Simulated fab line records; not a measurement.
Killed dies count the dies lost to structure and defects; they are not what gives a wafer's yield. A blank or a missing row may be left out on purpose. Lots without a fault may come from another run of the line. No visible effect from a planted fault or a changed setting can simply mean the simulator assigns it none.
fab line records	flow sky130
record lots=11	wafers=33	last_day=50
route steps=708 shown CONTACT@424 METAL1@434
lots with no fault: from the same line, run without faults
start_h: start of the lot's first displayed wafer, in hours after the record's first day	wait_h: hours since the lot's step before	" same as the row above	L1.1+2: a row that stands for several wafers	- either no value or no given start	* or withheld: withheld	< > ~ a bound
route shown NAME@n: a module of which the file shows steps, and the number in the route of the first	usual: mean/standard deviation taken from wafers without a fault	same: alike in all rows	chamber/n: place in a boat	sites: readings site by site	_std_site: how widely they spread, as a standard deviation	_edge_site: inner sites' mean taken away from outer sites' mean	radius_mm: how far each site lies from the wafer's centre	mask NAME#n: copy n	behind: the last tool/chamber to shape the wafer	hold: what put the lot on hold/how long, in hours/how the hold closed	device: which transistor (n, p or np) failed to switch	end of line: tests of these same wafers at the route's end	where a step has no rows: the recipe by itself	killed: dies that structure and defects cost at the first sort, which is not the same as the wafer's yield	map: a wafer's dies, x killed, . not, _ none there
set.NAME: the setting that was run; set.NAME@STEP: the one run at that earlier step	model.NAME: the simulator's own value behind a step, which no gauge read
the route's steps for a sample of lots (tables are steps, rows are wafers)
services: from which hour (start_h, from the record's first day; less than 0 if before it) a tool's chamber was out of use, for how many hours, and why
## steps
# step SKY_CONTACT_ETCH_18
# recipe target=Si3N4	chemistry=CHF3/O2	stop_on=TiN	source_w=600	bias_w=200	pressure_mtorr=40	chf3_flow_sccm=50	O2_flow_sccm=5	time_s=39	target_depth_a=750
# usual bias_w=199.9/0.61	chf3_flow_sccm=49.98/0.15	drypump_motor_current_A=6.0/0.44	oes_product_au=0.856/0.0076	throttle_valve_pct=8.794/0.0086
# same time_s=39
lot.wafer	tool	chamber	start_h	wait_h	bias_w	chf3_flow_sccm	drypump_motor_current_A	oes_product_au	rf_hours_counter_h	throttle_valve_pct
L781.1	rie_diel-02	0	-	-	199.6	49.98	6.3	0.850	3	8.803
L781.2	"	3	"	"	200.5	50.00	6.3	0.853	6	8.783
L781.4	"	1	"	"	200.1	50.05	6.1	0.858	7	8.805
L783.1	rie_diel-03	2	-	-	199.1	49.83	5.6	0.861	20	8.806
L783.2	"	1	"	"	200.0	50.00	5.4	0.841	21	8.796
L783.5	"	0	"	"	200.5	49.87	5.1	0.865	-	8.810
L785.3	rie_diel-01	2	-	-	199.4	49.98	5.8	0.858	13	8.808
L785.5	"	3	"	"	199.5	49.97	6.6	0.852	-	8.787
L785.6	"	1	"	"	200.4	50.03	6.5	0.853	-	8.796
L786.2	rie_diel-02	1	-	-	199.9	49.87	6.2	0.852	8	8.782
L786.3	"	2	"	"	199.6	50.16	5.9	0.846	12	8.790
L786.4	"	3	"	"	199.9	50.01	6.3	0.849	7	8.805
L787.2	rie_diel-01	1	-	-	200.6	49.92	6.5	0.851	14	8.795
L787.4	"	3	"	"	200.7	50.09	6.6	0.868	-	8.783
L787.6	"	1	"	"	200.1	49.87	6.5	0.866	-	8.793
L789.1	rie_diel-01	1	-	-	200.4	49.91	6.5	0.853	14	8.794
L789.3	"	0	"	"	200.2	49.99	5.6	0.844	4	8.787
L789.5	"	3	"	"	199.0	49.84	6.6	0.859	-	8.796
L790.2	rie_diel-03	1	-	-	201.1	50.16	5.4	0.845	23	8.791
L790.3	"	2	"	"	200.2	49.94	5.6	0.853	22	8.807
L790.4	"	0	"	"	198.8	50.14	5.2	0.866	15	8.796
L793.2	rie_diel-03	0	-	-	200.5	50.05	5.1	0.856	15	8.784
L793.4	"	2	"	"	199.9	49.76	5.6	0.858	23	8.803
L793.6	"	3	"	"	199.8	50.07	5.9	0.857	-	8.794
L797.1	rie_diel-02	0	-	-	199.6	49.90	6.3	0.852	7	8.786
L797.4	"	3	"	"	200.4	49.98	6.3	0.862	10	8.784
L797.5	"	1	"	"	200.5	50.06	6.2	0.872	-	8.781
L801.1	rie_diel-02	0	-	-	199.8	50.00	6.3	0.847	8	8.799
L801.2	"	1	"	"	199.1	49.94	6.1	0.853	12	8.796
L801.5	"	0	"	"	199.3	49.85	6.3	0.856	-	8.781
L802.2	rie_diel-01	1	-	-	199.7	49.84	6.5	0.852	18	8.797
L802.3	"	0	"	"	200.0	49.79	5.6	0.840	7	8.814
L802.5	"	3	"	"	199.1	49.99	6.6	0.866	-	8.785
# step SKY_CONTACT_SPUTTER_23
# recipe material=TiN	target_thk_nm=20	chamber_pressure_pa=5	power_w=4000	time_s=80
# usual throttle_valve_pct=30.0/1
# same time_s=80
lot.wafer	tool	chamber	start_h	wait_h	throttle_valve_pct
L781.1	pvd_sputter-03	-	720.60	0.0	30.2
L781.2	"	-	"	"	28.9
L781.4	"	-	"	"	28.3
L783.1	pvd_sputter-04	-	746.14	0.0	28.2
L783.2	"	-	"	"	30.3
L783.5	"	-	"	"	30.8
L785.3	pvd_sputter-04	-	767.02	0.0	28.5
L785.5	"	-	"	"	30.2
L785.6	"	-	"	"	31.0
L786.2	pvd_sputter-03	-	767.86	0.0	30.5
L786.3	"	-	"	"	29.1
L786.4	"	-	"	"	30.4
L787.2	pvd_sputter-03	-	778.88	0.0	29.1
L787.4	"	-	"	"	30.6
L787.6	"	-	"	"	30.4
L789.1	pvd_sputter-02	-	794.52	0.0	31.1
L789.3	"	-	"	"	29.6
L789.5	"	-	"	"	29.6
L790.2	pvd_sputter-02	-	817.61	0.0	29.6
L790.3	"	-	"	"	31.2
L790.4	"	-	"	"	29.8
L793.2	pvd_sputter-02	-	839.56	0.0	29.8
L793.4	"	-	"	"	31.2
L793.6	"	-	"	"	31.2
L797.1	pvd_sputter-02	-	872.89	0.0	31.0
L797.4	"	-	"	"	30.1
L797.5	"	-	"	"	31.1
L801.1	pvd_sputter-03	-	886.35	0.0	30.6
L801.2	"	-	"	"	30.0
L801.5	"	-	"	"	30.5
L802.2	pvd_sputter-02	-	909.23	0.0	29.4
L802.3	"	-	"	"	31.3
L802.5	"	-	"	"	31.3
# step SKY_CONTACT_CVD_24
# recipe material=W	target_thk_nm=340	time_s=102.12	temp_c=400	pressure_torr=40
# usual heater_power_w=904/110
lot.wafer	tool	chamber	start_h	wait_h	heater_power_w
L781.1	cvd_w-01	0	720.66	0.0	756
L781.2	"	1	"	"	1088
L781.4	"	1	"	"	1084
L783.1	cvd_w-01	0	746.20	0.0	796
L783.2	"	1	"	"	1102
L783.5	"	0	"	"	791
L785.3	cvd_w-01	0	767.12	0.1	787
L785.5	"	1	"	"	1082
L785.6	"	0	"	"	779
L786.2	cvd_w-02	0	767.92	0.0	870
L786.3	"	0	"	"	839
L786.4	"	1	"	"	899
L787.2	cvd_w-01	1	778.94	0.0	1102
L787.4	"	0	"	"	776
L787.6	"	1	"	"	1085
L789.1	cvd_w-02	0	794.58	0.0	874
L789.3	"	1	"	"	883
L789.5	"	0	"	"	861
L790.2	cvd_w-01	1	817.67	0.0	1110
L790.3	"	1	"	"	1084
L790.4	"	0	"	"	779
L793.2	cvd_w-02	1	839.63	0.0	920
L793.4	"	0	"	"	855
L793.6	"	1	"	"	891
L797.1	cvd_w-02	1	872.95	0.0	894
L797.4	"	0	"	"	867
L797.5	"	0	"	"	861
L801.1	cvd_w-02	1	886.41	0.0	896
L801.2	"	0	"	"	869
L801.5	"	1	"	"	913
L802.2	cvd_w-02	0	909.29	0.0	904
L802.3	"	1	"	"	900
L802.5	"	0	"	"	856
# step SKY_CONTACT_RS_MEAS_25
# recipe thk_meas_gauge=four-point-probe	reads=W_of_CONTACT_CVD_24+TiN_of_CONTACT_SPUTTER_23
# usual CONTACT_W_RS=0.339/0.004
lot.wafer	tool	chamber	start_h	wait_h	CONTACT_W_RS[ohm/sq]
L781.1	film_metro-03	-	720.77	0.1	0.337
L781.2	"	-	"	"	0.339
L781.4	"	-	"	"	0.338
L783.1	film_metro-03	-	746.31	0.1	0.337
L783.2	"	-	"	"	0.338
L783.5	"	-	"	"	0.341
L785.3	film_metro-03	-	767.23	0.1	0.337
L785.5	"	-	"	"	0.333
L785.6	"	-	"	"	0.343
L786.2	film_metro-01	-	768.05	0.1	0.349
L786.3	"	-	"	"	0.348
L786.4	"	-	"	"	0.342
L787.2	film_metro-03	-	779.07	0.1	0.338
L787.4	"	-	"	"	0.339
L787.6	"	-	"	"	0.338
L789.1	film_metro-01	-	794.69	0.1	0.341
L789.3	"	-	"	"	0.333
L789.5	"	-	"	"	0.342
L790.2	film_metro-02	-	817.80	0.1	0.341
L790.3	"	-	"	"	0.341
L790.4	"	-	"	"	0.338
L793.2	film_metro-03	-	839.76	0.1	0.336
L793.4	"	-	"	"	0.344
L793.6	"	-	"	"	0.339
L797.1	film_metro-02	-	873.06	0.1	0.334
L797.4	"	-	"	"	0.340
L797.5	"	-	"	"	0.340
L801.1	film_metro-01	-	886.52	0.1	1.091
L801.2	"	-	"	"	1.093
L801.5	"	-	"	"	1.054
L802.2	film_metro-03	-	909.42	0.1	1.107
L802.3	"	-	"	"	1.051
L802.5	"	-	"	"	1.084
# step SKY_CONTACT_THK_MEAS_26
# recipe thk_meas_gauge=xrf	reads=W_of_CONTACT_CVD_24
# usual CONTACT_W_THK=347/5.6
lot.wafer	tool	chamber	start_h	wait_h	CONTACT_W_THK[nm]
L781.1	film_metro-03	-	720.89	0.1	352
L781.2	"	-	"	"	350
L781.4	"	-	"	"	354
L783.1	film_metro-03	-	746.43	0.1	354
L783.2	"	-	"	"	355
L783.5	"	-	"	"	351
L785.3	film_metro-03	-	767.33	0.1	356
L785.5	"	-	"	"	359
L785.6	"	-	"	"	350
L786.2	film_metro-01	-	768.16	0.1	333
L786.3	"	-	"	"	336
L786.4	"	-	"	"	341
L787.2	film_metro-03	-	779.18	0.1	350
L787.4	"	-	"	"	348
L787.6	"	-	"	"	349
L789.1	film_metro-01	-	794.81	0.1	341
L789.3	"	-	"	"	350
L789.5	"	-	"	"	342
L790.2	film_metro-02	-	817.91	0.1	345
L790.3	"	-	"	"	347
L790.4	"	-	"	"	348
L793.2	film_metro-03	-	839.87	0.1	348
L793.4	"	-	"	"	339
L793.6	"	-	"	"	344
L797.1	film_metro-02	-	873.18	0.1	353
L797.4	"	-	"	"	349
L797.5	"	-	"	"	349
L801.1	film_metro-01	-	886.64	0.1	109
L801.2	"	-	"	"	109
L801.5	"	-	"	"	112
L802.2	film_metro-03	-	909.53	0.1	107
L802.3	"	-	"	"	112
L802.5	"	-	"	"	110
# step SKY_CONTACT_CMP_27
# recipe stop_on=SiO2	t_overpolish_s=15	down_force_psi=3.5	platen_rpm=60	target_thk_nm=0	pad_velocity_m_s=0.94248
# usual head_pressure_psi=3.499/0.0084	motor_current_A=11.3/1.1	time_to_endpoint_s=82/3.1
lot.wafer	tool	chamber	start_h	wait_h	head_pressure_psi	motor_current_A	time_to_endpoint_s
L781.4	cmp-02	0	720.95	0.0	3.493	12.5	84
L781.2	"	1	"	"	3.505	9.7	79
L781.1	"	3	"	"	3.505	9.8	82
L783.1	cmp-02	2	746.49	0.1	3.488	12.0	85
L783.2	"	3	"	"	3.505	9.7	84
L783.5	"	2	"	"	3.476	12.6	82
L785.3	cmp-02	1	767.42	0.1	3.505	9.7	83
L785.5	"	0	"	"	3.510	12.5	88
L785.6	"	1	"	"	3.490	9.7	83
L786.3	cmp-01	0	768.21	0.0	3.489	10.4	82
L786.2	"	1	"	"	3.497	11.2	75
L786.4	"	3	"	"	3.506	10.9	79
L787.2	cmp-01	3	779.28	0.1	3.491	11.1	78
L787.4	"	1	"	"	3.485	12.4	75
L787.6	"	3	"	"	3.496	10.8	82
L789.3	cmp-01	1	794.92	0.1	3.488	11.6	84
L789.1	"	2	"	"	3.483	13.4	83
L789.5	"	1	"	"	3.503	12.0	79
L790.3	cmp-02	0	817.96	0.0	3.497	12.6	79
L790.4	"	1	"	"	3.503	9.7	81
L790.2	"	3	"	"	3.497	9.4	79
L793.4	cmp-01	0	839.92	0.0	3.506	10.6	85
L793.2	"	3	"	"	3.488	11.4	87
L793.6	"	1	"	"	3.482	12.1	83
L797.4	cmp-02	1	873.29	0.1	3.493	9.9	82
L797.1	"	2	"	"	3.495	11.6	81
L797.5	"	1	"	"	3.515	10.2	83
L801.1	cmp-01	0	886.70	0.1	3.502	11.2	27
L801.2	"	3	"	"	3.502	11.4	27
L801.5	"	1	"	"	3.486	11.6	26
L802.2	cmp-01	2	909.66	0.1	3.480	12.4	25
L802.3	"	0	"	"	3.503	10.1	30
L802.5	"	2	"	"	3.479	13.0	29
# step SKY_METAL1_SPUTTER_00
# recipe material=Ti	target_thk_nm=15	power_w=3000	time_s=10	chamber_pressure_pa=0.4
# usual throttle_valve_pct=30.0/1
# same time_s=10
lot.wafer	tool	chamber	start_h	wait_h	throttle_valve_pct
L781.1	pvd_sputter-01	-	721.25	0.1	29.5
L781.2	"	-	"	"	31.2
L781.4	"	-	"	"	29.9
L783.1	pvd_sputter-02	-	746.79	0.2	29.7
L783.2	"	-	"	"	29.3
L783.5	"	-	"	"	31.1
L785.3	pvd_sputter-02	-	767.67	0.2	29.2
L785.5	"	-	"	"	29.7
L785.6	"	-	"	"	31.3
L786.2	pvd_sputter-04	-	768.51	0.2	28.4
L786.3	"	-	"	"	31.0
L786.4	"	-	"	"	28.8
L787.2	pvd_sputter-02	-	779.53	0.2	31.3
L787.4	"	-	"	"	31.1
L787.6	"	-	"	"	30.1
L789.1	pvd_sputter-01	-	795.17	0.1	29.5
L789.3	"	-	"	"	29.7
L789.5	"	-	"	"	30.8
L790.2	pvd_sputter-02	-	818.26	0.1	31.2
L790.3	"	-	"	"	29.3
L790.4	"	-	"	"	29.6
L793.2	pvd_sputter-04	-	840.22	0.1	28.7
L793.4	"	-	"	"	28.4
L793.6	"	-	"	"	28.4
L797.1	pvd_sputter-04	-	873.54	0.1	28.3
L797.4	"	-	"	"	30.4
L797.5	"	-	"	"	30.4
L801.1	pvd_sputter-02	-	887.00	0.2	29.5
L801.2	"	-	"	"	31.1
L801.5	"	-	"	"	29.3
L802.2	pvd_sputter-04	-	909.96	0.2	28.6
L802.3	"	-	"	"	30.4
L802.5	"	-	"	"	28.4
## services
tool	chamber	start_h	hours	kind
cmp-01	-	707.12	8.6	pm
rie_diel-02	2	713.40	3.0	repair
rie_diel-02	3	728.82	6.1	repair
rie_diel-01	1	738.36	3.1	repair
rie_diel-01	2	740.48	17.9	repair
cmp-01	-	744.00	4.0	pm
pvd_sputter-03	-	746.26	3.2	repair
cmp-02	-	753.34	0.8	repair
cmp-02	-	768.45	0.9	repair
cvd_w-02	1	785.29	1.9	repair
cvd_w-02	0	796.21	1.2	repair
cvd_w-01	-	800.73	6.9	pm
cvd_w-02	-	821.80	2.8	pm
pvd_sputter-02	-	827.26	11.6	repair
cmp-01	-	834.46	2.1	repair
pvd_sputter-02	-	840.67	1.2	repair
cmp-02	-	842.96	2.3	repair
pvd_sputter-02	-	868.18	2.4	repair
pvd_sputter-02	-	880.20	4.8	repair
pvd_sputter-04	-	890.21	0.9	repair
pvd_sputter-04	-	890.26	5.2	repair
pvd_sputter-04	-	894.11	5.4	repair
cvd_w-01	-	904.00	14.0	pm
cmp-02	-	908.45	4.9	repair
## key
first_sign step=SKY_CONTACT_RS_MEAS_25	reading=CONTACT_W_RS	direction=up	sigmas=99+	usual=0.339	struck=1.080
effect step=SKY_CONTACT_THK_MEAS_26	reading=CONTACT_W_THK	direction=down	sigmas=42	usual=347	struck=110
effect step=SKY_CONTACT_CMP_27	reading=time_to_endpoint_s	direction=down	sigmas=17	usual=*	struck=*
met_at SKY_CONTACT_CVD_24
struck_lots L801,L802
tester_left_out L801,L802
not_acting_at SKY_CONTACT_ETCH_18,SKY_CONTACT_SPUTTER_23,SKY_METAL1_SPUTTER_00
onset_between 872.95 886.41
also_fits time
fault kind=process_parameter_drift	tool=cvd_w-02	chamber=-	onset_h=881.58	steps=SKY_CONTACT_CVD_24	channel=target_thk_nm	offset=-233.21	shape=step	end_h=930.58	acts_in=these_recipes_only	stated=340
# tester_left_out: of these lots the tester's yield and bins aren't shown, on N5 and GAA mostly nor the transistor test; their killed dies are dies lost to structure and defects alone, not to doping, threshold or leakage, so they don't give the yield
